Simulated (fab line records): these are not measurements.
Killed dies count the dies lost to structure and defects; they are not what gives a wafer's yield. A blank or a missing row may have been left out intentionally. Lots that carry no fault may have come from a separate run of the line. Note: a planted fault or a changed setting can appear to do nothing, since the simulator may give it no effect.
The tool behind it: which one? / flow sky130 / 13 lots with 37 wafers sampled at 3 steps, on a route of 708 steps

== WHAT THE GAUGES SHOWED, per wafer ==
SKY_VT_ADJUST_NCORE_CD_MEAS_07: target cd 380 nm. Usual: cd nm at 380.8 nm, with a standard deviation of 2.6.
lot=L193; measured=day 9 01:37; on=cd sem-01; cd nm (nm)=384.3 385.4 382.2; flag=
lot=L194; measured=day 9 07:23; on=cd sem-02; cd nm (nm)=381.2 380.4 378.3; flag=
lot=L195; measured=day 9 18:02; on=cd sem-02; cd nm (nm)=380.3 379.7 379.5; flag=
lot=L196; measured=day 10 05:17; on=cd sem-02; cd nm (nm)=382.2 383.1 380.0; flag=
lot=L197; measured=day 10 06:08; on=cd sem-01; cd nm (nm)=375.5 375.3 376.0; flag=
lot=L198; measured=day 10 10:01; on=cd sem-01; cd nm (nm)=385.6 382.4 383.5; flag=
lot=L201; measured=day 11 06:50; on=cd sem-02; cd nm (nm)=381.6 384.1 381.9; flag=
lot=L203; measured=day 11 20:31; on=cd sem-02; cd nm (nm)=376.5 377.3 379.7; flag=
lot=L204; measured=day 12 03:41; on=cd sem-01; cd nm (nm)=381.1 378.9 378.4; flag=
lot=L205; measured=day 12 14:22; on=cd sem-02; cd nm (nm)=384.1 381.8 383.1; flag=
lot=L210; measured=day 14 01:25; on=cd sem-02; cd nm (nm)=377.8 379.8; flag=
lot=L212; measured=day 14 17:23; on=cd sem-02; cd nm (nm)=385.7 382.2; flag=
lot=L215; measured=day 15 06:20; on=cd sem-01; cd nm (nm)=382.1 381.8 381.6; flag=

SKY_LDD_LDN_TW_MEAS_13. Usual: LDD_LDN_TW typically reads 1473, with standard deviation 11.
lot=L193; measured=day 23 14:41; on=film metro-04; LDD_LDN_TW=1459 1463 1463; flag=
lot=L194; measured=day 24 07:01; on=film metro-03; LDD_LDN_TW=1484 1482 1481; flag=
lot=L195; measured=day 25 00:24; on=film metro-03; LDD_LDN_TW=1486 1479 1479; flag=
lot=L196; measured=day 25 03:48; on=film metro-03; LDD_LDN_TW=1482 1480 1478; flag=
lot=L197; measured=day 25 04:50; on=film metro-03; LDD_LDN_TW=1483 1481 1479; flag=
lot=L198; measured=day 25 10:56; on=film metro-04; LDD_LDN_TW=1470 1470 1481; flag=
lot=L201; measured=day 26 08:34; on=film metro-03; LDD_LDN_TW=1482 1481 1485; flag=
lot=L203; measured=day 27 04:14; on=film metro-03; LDD_LDN_TW=1480 1483 1475; flag=
lot=L204; measured=day 27 13:32; on=film metro-01; LDD_LDN_TW=1462 1467 1448; flag=
lot=L205; measured=day 27 22:50; on=film metro-04; LDD_LDN_TW=1480 1473 1472; flag=
lot=L210; measured=day 29 17:52; on=film metro-04; LDD_LDN_TW=1482 1479; flag=
lot=L212; measured=day 30 09:52; on=film metro-01; LDD_LDN_TW=1450 1457; flag=
lot=L215; measured=day 31 01:12; on=film metro-01; LDD_LDN_TW=1460 1456 1463; flag=

== WHAT TOOL EACH LOT RAN ON (gives the tool, then ch and the chambers of the sampled wafers, and finally the start) ==
lot=L193; SKY_FIELD_ISO_ETCH_17=rie si-02 ch 0,1,2, day 2 05:10
lot=L194; SKY_FIELD_ISO_ETCH_17=rie si-01 ch 0,2, day 2 10:35
lot=L195; SKY_FIELD_ISO_ETCH_17=rie si-01 ch 1,2, day 2 19:13
lot=L196; SKY_FIELD_ISO_ETCH_17=rie si-01 ch 0,1, day 3 02:54
lot=L197; SKY_FIELD_ISO_ETCH_17=rie si-01 ch 0,1,3, day 3 06:22
lot=L198; SKY_FIELD_ISO_ETCH_17=rie si-02 ch 0,2,3, day 3 08:57
lot=L201; SKY_FIELD_ISO_ETCH_17=rie si-02 ch 0,1,3, day 3 23:47
lot=L203; SKY_FIELD_ISO_ETCH_17=rie si-01 ch 0,3, day 4 10:07
lot=L204; SKY_FIELD_ISO_ETCH_17=rie si-02 ch 0,2,3, day 4 15:08
lot=L205; SKY_FIELD_ISO_ETCH_17=rie si-01 ch 1,3, day 4 21:16
lot=L210; SKY_FIELD_ISO_ETCH_17=rie si-01 ch 1,2, day 5 23:49
lot=L212; SKY_FIELD_ISO_ETCH_17=rie si-01 ch 2, day 6 10:10
lot=L215; SKY_FIELD_ISO_ETCH_17=rie si-02 ch 0,2,3, day 7 00:45
- SKY_FIELD_ISO_ETCH_17: etches Si in HBr/Cl2/O2, target depth 342 nm, time 97.7 s.

== AS READ BY THE TOOLS THEMSELVES (means over the sampled wafers that have a number; for cases with no such wafer, the mark the record gives instead) ==
SKY_FIELD_ISO_ETCH_17. Usual: drypump motor current A 5.8 A, standard deviation 0.47; oes product au 0.998 a.u., standard deviation 0.01; run length s 125.9 s, standard deviation 0.44; throttle valve pct 25.657 %, standard deviation 0.01.
lot=L193; tool=rie si-02; drypump motor current A (A)=6.0; oes product au (a.u.)=1.001; run length s (s)=125.8; throttle valve pct (%)=25.647; flag=
lot=L194; tool=rie si-01; drypump motor current A (A)=5.9; oes product au (a.u.)=0.989; run length s (s)=125.7; throttle valve pct (%)=25.660; flag=
lot=L195; tool=rie si-01; drypump motor current A (A)=6.2; oes product au (a.u.)=1.001; run length s (s)=125.9; throttle valve pct (%)=25.655; flag=
lot=L196; tool=rie si-01; drypump motor current A (A)=6.1; oes product au (a.u.)=0.999; run length s (s)=125.6; throttle valve pct (%)=25.667; flag=
lot=L197; tool=rie si-01; drypump motor current A (A)=5.8; oes product au (a.u.)=0.995; run length s (s)=125.7; throttle valve pct (%)=25.666; flag=
lot=L198; tool=rie si-02; drypump motor current A (A)=5.6; oes product au (a.u.)=0.993; run length s (s)=126.0; throttle valve pct (%)=25.647; flag=
lot=L201; tool=rie si-02; drypump motor current A (A)=5.7; oes product au (a.u.)=0.998; run length s (s)=126.1; throttle valve pct (%)=25.654; flag=
lot=L203; tool=rie si-01; drypump motor current A (A)=5.4; oes product au (a.u.)=1.002; run length s (s)=125.7; throttle valve pct (%)=25.657; flag=
lot=L204; tool=rie si-02; drypump motor current A (A)=5.6; oes product au (a.u.)=1.006; run length s (s)=126.0; throttle valve pct (%)=25.658; flag=
lot=L205; tool=rie si-01; drypump motor current A (A)=6.0; oes product au (a.u.)=1.004; run length s (s)=125.7; throttle valve pct (%)=25.664; flag=
lot=L210; tool=rie si-01; drypump motor current A (A)=6.1; oes product au (a.u.)=1.013; run length s (s)=122.4; throttle valve pct (%)=25.649; flag=OFF
lot=L212; tool=rie si-01; drypump motor current A (A)=5.8; oes product au (a.u.)=1.000; run length s (s)=118.5; throttle valve pct (%)=25.658; flag=OFF
lot=L215; tool=rie si-02; drypump motor current A (A)=5.7; oes product au (a.u.)=0.991; run length s (s)=126.0; throttle valve pct (%)=25.661; flag=

== THE ANSWER, worked out from the rows above alone ==
Rule: a lot is off if the mean of its wafers that have a number lies more than 3 standard deviations from the usual mean. Also off: a lot with no number at a reading for which 4 or more lots have one. All remaining lots with rows at the step are treated as sound. The gauges are gone through in route order, then the tools' own readings, and for those a lot's mean is taken as printed above. At the first step where some lot is off, the reading lying furthest off is the one used; lots without a number count as furthest.
Off, at SKY_FIELD_ISO_ETCH_17 on run length s: L210, L212.
If a tool, at that step or one of the process steps before it, ran each lot that is off and ran no sound lot following the first of them, it fits. One fits: SKY_FIELD_ISO_ETCH_17 on rie si-01. A fault onset in the window from L205 (day 4 21:16, its last sound lot) to L210 (day 5 23:49, its first lot off) fits.
The tool's own readings at SKY_FIELD_ISO_ETCH_17 bear it out: on the lots that are off they differ by more than 5 times the standard deviation of the sound lots' means. run length s reads 120.5 s there against 125.8 s on the sound lots.

== WHAT THE SIMULATOR PUT IN ==
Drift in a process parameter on rie si-01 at SKY_FIELD_ISO_ETCH_17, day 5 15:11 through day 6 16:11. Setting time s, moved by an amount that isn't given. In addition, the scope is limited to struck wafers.
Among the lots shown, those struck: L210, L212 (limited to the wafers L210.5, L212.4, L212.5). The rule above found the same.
